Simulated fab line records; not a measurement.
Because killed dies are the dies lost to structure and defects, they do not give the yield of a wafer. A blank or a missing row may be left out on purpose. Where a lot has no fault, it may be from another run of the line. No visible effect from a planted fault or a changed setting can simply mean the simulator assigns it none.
Comparing a struck lot with a sound one | flow gf180mcu | 34 steps out of a route of 602
Sound: these wafers, L237.1, L237.2, L237.4. The struck wafers were L248.2, L248.3, L248.5. Last of all comes the cause.
At each step with rows: each side's tool, then ch and its chambers, then its first start. Under that, the readings that differ: sound wafers | struck wafers | difference of the means | sigmas: that difference in standard deviations of wafers without a fault.
alike: a reading whose means differ by less than 2 such deviations, as well as words and numbers matching on both sides. not compared: withheld readings; readings where some wafer has no value; bounds like >300 that might hide an equal value; numbers whose values overlap and for which the record gives no deviation.
Wherever a step has rows on one side only, a row that says differs or no value, or a row with sigmas, the two part there. Numbers that don't overlap but have no deviation are shown without sigmas and don't part them. A reading that every wafer of one side lacks parts them only if that side has two wafers or more.

GF_HV_LDD_STRIP_22: strips in O2/N2.
  sound on plasma_asher-04 ch 0,1, day 11 04:17; struck on plasma_asher-04 ch 0,1, day 14 13:53
  reading                      | sound             | struck            | difference | sigmas
  oes_product_au (a.u.)        | 0.724 0.725 0.721 | 0.709 0.717 0.709 | -0.012     | -2
  strip_time_to_endpoint_s (s) | 12.65 12.60 12.61 | 12.72 12.71 12.67 | +0.08      | +2
  alike: drypump_motor_current_A, heater_power_w
  not compared: rf_hours_counter_h
GF_HV_LDD_TW_MEAS_23:
  sound on film_metro-04 at day 11 04:23; struck on film_metro-03 at day 14 14:00
  alike: HV_LDD_2_TW
then, 7 steps without rows for these wafers: GF_HV_LDD_DEHYDRATE_24 (time 60 s); GF_HV_LDD_HMDS_25 (prime time 60 s); GF_HV_LDD_COAT_26 (resist thk 1000 nm); GF_HV_LDD_SOFTBAKE_27 (time 60 s); GF_HV_LDD_EXPOSE_28 (exposes mask Nplus HV AREA, target cd 400 nm); GF_HV_LDD_PEB_29; GF_HV_LDD_DEVELOP_30 (develop time 60 s).
GF_HV_LDD_CD_MEAS_31 targets a cd of 400 nm.
  sound on cd_sem-02 at day 11 22:44; struck on cd_sem-01 at day 15 11:16
  alike: cd_nm
GF_HV_LDD_OVL_MEAS_32:
  sound on overlay-01 at day 11 22:52; struck on overlay-02 at day 15 11:22
  alike: HV_LDD_02_OVL
following that, these wafers have no rows for 1 step: GF_HV_LDD_IMPLANT_33.
GF_HV_LDD_IMPLANT_34:
  sound on implanter-01 ch 0, day 11 23:02; struck on implanter-01 ch 0, day 15 11:53
then, 2 steps without rows for these wafers: GF_HV_LDD_IMPLANT_35; GF_HV_LDD_IMPLANT_36.
GF_HV_LDD_STRIP_37: strips in O2/N2.
  sound on plasma_asher-04 ch 0,1, day 11 23:29; struck on plasma_asher-01 ch 0,1, day 15 12:19
  reading            | sound       | struck      | difference | sigmas
  heater_power_w (W) | 313 384 377 | 302 320 290 | -54        | -2
  alike: drypump_motor_current_A, oes_product_au, strip_time_to_endpoint_s
  not compared: rf_hours_counter_h
GF_HV_LDD_TW_MEAS_38:
  sound on film_metro-03 at day 11 23:35; struck on film_metro-04 at day 15 12:25
  reading     | sound          | struck         | difference | sigmas
  HV_LDD_3_TW | 1435 1439 1435 | 1544 1541 1543 | +106       | +13
then, 7 steps without rows for these wafers: GF_HV_LDD_DEHYDRATE_39 (time 60 s); GF_HV_LDD_HMDS_40 (prime time 60 s); GF_HV_LDD_COAT_41 (resist thk 1000 nm); GF_HV_LDD_SOFTBAKE_42 (time 60 s); GF_HV_LDD_EXPOSE_43 (exposes mask Pplus HV AREA, target cd 400 nm); GF_HV_LDD_PEB_44; GF_HV_LDD_DEVELOP_45 (develop time 60 s).
GF_HV_LDD_CD_MEAS_46 targets a cd of 400 nm.
  sound on cd_sem-01 at day 12 18:29; struck on cd_sem-02 at day 16 10:07
  alike: cd_nm
GF_HV_LDD_OVL_MEAS_47:
  sound on overlay-02 at day 12 18:37; struck on overlay-02 at day 16 10:13
  alike: HV_LDD_03_OVL
following that, these wafers have no rows for 1 step: GF_HV_LDD_IMPLANT_48.
GF_HV_LDD_STRIP_49: strips in O2/N2.
  sound on plasma_asher-04 ch 0,1, day 12 18:47; struck on plasma_asher-03 ch 0,1, day 16 10:24
  alike: drypump_motor_current_A, heater_power_w, oes_product_au, strip_time_to_endpoint_s
  not compared: rf_hours_counter_h
GF_HV_LDD_TW_MEAS_50:
  sound on film_metro-01 at day 12 18:53; struck on film_metro-01 at day 16 10:31
  alike: HV_LDD_4_TW
then, 1 step without rows for these wafers: GF_HV_LDD_CLEAN_51 (cleans in SC1/SC2, time 150 s).
GF_HV_LDD_RTA_52: time 10 s.
  sound on rtp_anneal-01 ch 0, day 12 19:00; struck on rtp_anneal-01 ch 0, day 16 10:37
  alike: lamp_power_pct, wafer_temp_C_max
GF_HV_LDD_RS_MEAS_53: the measuring method here is four-point-probe.
  sound on film_metro-01 at day 12 19:04; struck on film_metro-03 at day 16 10:41
  reading            | sound             | struck            | difference | sigmas
  HV_LDD_RS (ohm/sq) | 417.7 417.4 419.0 | 399.3 400.7 400.4 | -17.9      | -19
then, 1 step without rows for these wafers: GF_HV_LDD_CVD_54 (deposits SiO2 from TEOS, target thk 10 nm, time 75 s).
-- record jumps: 16 days separate the struck wafers' starts on either side; left off in module HV_LDD, taken up again in module PASSIVATION, whose first shown step is the route's number 602 --
GF_PASSIVATION_PROBE_99:
  only the struck wafers here have rows in the record (prober-01, day 32 12:23); the sound ones have none

== WHERE THEY PART ==
At GF_HV_LDD_STRIP_22 first; at GF_PASSIVATION_PROBE_99 last (within this record only).

WHY: whatever the simulator had introduced
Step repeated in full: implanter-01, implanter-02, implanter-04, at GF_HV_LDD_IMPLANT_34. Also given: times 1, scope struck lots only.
